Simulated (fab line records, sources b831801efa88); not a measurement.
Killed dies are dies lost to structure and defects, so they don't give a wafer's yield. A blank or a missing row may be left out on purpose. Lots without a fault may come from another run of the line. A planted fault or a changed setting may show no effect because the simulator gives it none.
One fault seen from 2 desks | flow gf180mcu | each desk has only its own numbers; what lay behind them comes last
Where a reading is given only as a bound, like >300, the bound stands for it, and a mean or a difference that rests on one is marked > or <: the true number lies beyond.

THE TOOL OWNER'S DESK: cvd_w-02
The tool's own readings at GF_V5_CVD_23 (deposits W, target thk 350 nm, time 104.9 s): means of the sampled wafers that have a number, for each lot that ran on this tool. A lot is out of limits, marked OUT, if its mean lies more than 4 standard deviations from the usual mean; the brackets give that distance.
Columns: A = chamber_pressure_Torr at GF_V5_CVD_23, usual 40.00 Torr; B = heater_power_outer_w at GF_V5_CVD_23, usual 555 W; C = heater_power_w at GF_V5_CVD_23, usual 900 W
lot  | first seen here | A     | B   | C
L205 | day 27 02:18    | 39.87 | 592 | 972
L206 | day 27 11:02    | 40.03 | 537 | 908
L210 | day 28 17:44    | 40.05 | 540 | 897
L212 | day 29 16:10    | 39.93 | 542 | 899
L213 | day 29 20:11    | 40.12 | 543 | 910
L215 | day 30 10:19    | 39.96 | 590 | 973
L216 | day 30 15:18    | 40.04 | 596 | 957
L218 | day 31 02:16    | 40.08 | 543 | 904
This desk's finding: nothing out of limits on any of the 8 lots.

THE METROLOGY DESK
What the gauges read, lot by lot, whatever tool the lot ran on: means of the sampled wafers that have a number. A lot is out of limits, marked OUT, if its mean lies more than 4 standard deviations from the usual mean; the brackets give that distance.
Columns: A = MIM_ALCU_THK at GF_MIM_THK_MEAS_11, usual 203.7 nm; B = V5_W_RS at GF_V5_RS_MEAS_24, usual 0.327 ohm/sq; C = V5_W_THK at GF_V5_THK_MEAS_25, usual 352 nm
lot  | first seen here | A     | B                        | C
L205 | day 24 07:22    | 202.0 | 0.326                    | 355
L206 | day 24 17:50    | 205.7 | 0.327                    | 353
L210 | day 26 03:13    | 201.4 | 0.329                    | 349
L211 | day 26 13:07    | 205.7 | 0.327                    | 351
L212 | day 27 05:22    | 205.2 | 0.330                    | 355
L213 | day 27 07:21    | 201.7 | 0.327                    | 351
L215 | day 28 00:13    | 204.1 | 0.324                    | 348
L216 | day 28 05:14    | 206.4 | 0.323                    | 350
L218 | day 28 16:07    | 203.9 | 0.327                    | 357
L219 | day 29 00:59    | 202.4 | 43.694 (+99 or more) OUT | <0 (<-59) OUT
L220 | day 29 08:29    | 203.9 | 43.728 (+99 or more) OUT | <0 (<-59) OUT
This desk's finding: out of limits on L219, L220; first on L219, day 31 11:09 (V5_W_RS at GF_V5_RS_MEAS_24). In limits: L205, L206, L210, L211, L212, L213, L215, L216, L218.

PUT TOGETHER
The metrology desk could have raised an alarm at day 31 11:09, on L219, L220.
The tool owner's desk saw nothing out of limits.
The tool owner's desk has no number on record for L219, L220.
Of the lots named, all ran GF_V5_CVD_23 on cvd_w-02.

WHAT THE SIMULATOR HAD PUT IN
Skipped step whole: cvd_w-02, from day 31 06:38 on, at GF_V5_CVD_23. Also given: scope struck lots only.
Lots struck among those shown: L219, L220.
Hours from the fault's start to each desk's first reading out of limits: the metrology desk, 5.
